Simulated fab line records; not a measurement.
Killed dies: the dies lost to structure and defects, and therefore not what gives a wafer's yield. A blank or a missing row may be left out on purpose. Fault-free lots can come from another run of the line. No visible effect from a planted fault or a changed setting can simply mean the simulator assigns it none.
Which tool was responsible? ; flow gf180mcu ; 6 lots with 17 wafers sampled at 2 steps, on a route of 602 steps

WHAT THE GAUGES READ, wafer by wafer
GF_HV_LDD_TW_MEAS_23.
lot;measured;on;HV_LDD_2_TW
L593;day 11 07:53;film-metro-04;1062 1066 1061
L596;day 12 04:58;film-metro-04;1066 1065 1071
L605;day 15 01:08;film-metro-01;974 969
L609;day 16 01:55;film-metro-01;1071 1067 1065
L611;day 16 20:20;film-metro-04;1067 1071 1070
L613;day 17 07:04;film-metro-02;1062 1057 1058

WHAT TOOL EACH LOT RAN ON (gives the tool, then ch and the chambers of the sampled wafers, and finally the start)
lot;GF_HV_LDD_IMPLANT_21
L593;implanter-03 ch 0, day 11 07:40
L596;implanter-03 ch 0, day 12 04:43
L605;implanter-02 ch 0, day 15 00:55
L609;implanter-01 ch 0, day 16 01:41
L611;implanter-03 ch 0, day 16 20:05
L613;implanter-01 ch 0, day 17 06:49
- GF_HV_LDD_IMPLANT_21

THE ANSWER, worked out from the rows above alone
Rule: usual is defined by the lots themselves. The widest of any qualifying gaps counts: lots, ordered by their means at a reading, are off when they make up no more than a third of the lots, leave a main group of 4 or more, and stand apart from it by 3 or more times the standard deviation of that group's means. If all means in a main group match to the digits the tables above print for the reading, that group is not used. A lot without any number at a reading at which 4 lots or more have one is off too. Any other lot the step has rows for is counted as sound.
Off: L605, at GF_HV_LDD_TW_MEAS_23 (HV_LDD_2_TW). The main group has a mean of 1065 with a standard deviation of 3.8.
If a tool, at a process step before that reading, ran all the lots that are off and no sound lot after the first of them, it fits. The gauges at GF_HV_LDD_TW_MEAS_23 are tried like those tools. One fits: GF_HV_LDD_IMPLANT_21 on implanter-02. It ran no sound lot before its first lot that is off in this sample, so the start can't be narrowed down.

WHAT HAD BEEN PUT IN BY THE SIMULATOR
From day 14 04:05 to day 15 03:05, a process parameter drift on implanter-02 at GF_HV_LDD_IMPLANT_21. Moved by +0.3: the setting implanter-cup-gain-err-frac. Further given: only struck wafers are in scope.
Struck lots among those shown: L605. The rule given above showed the same thing.
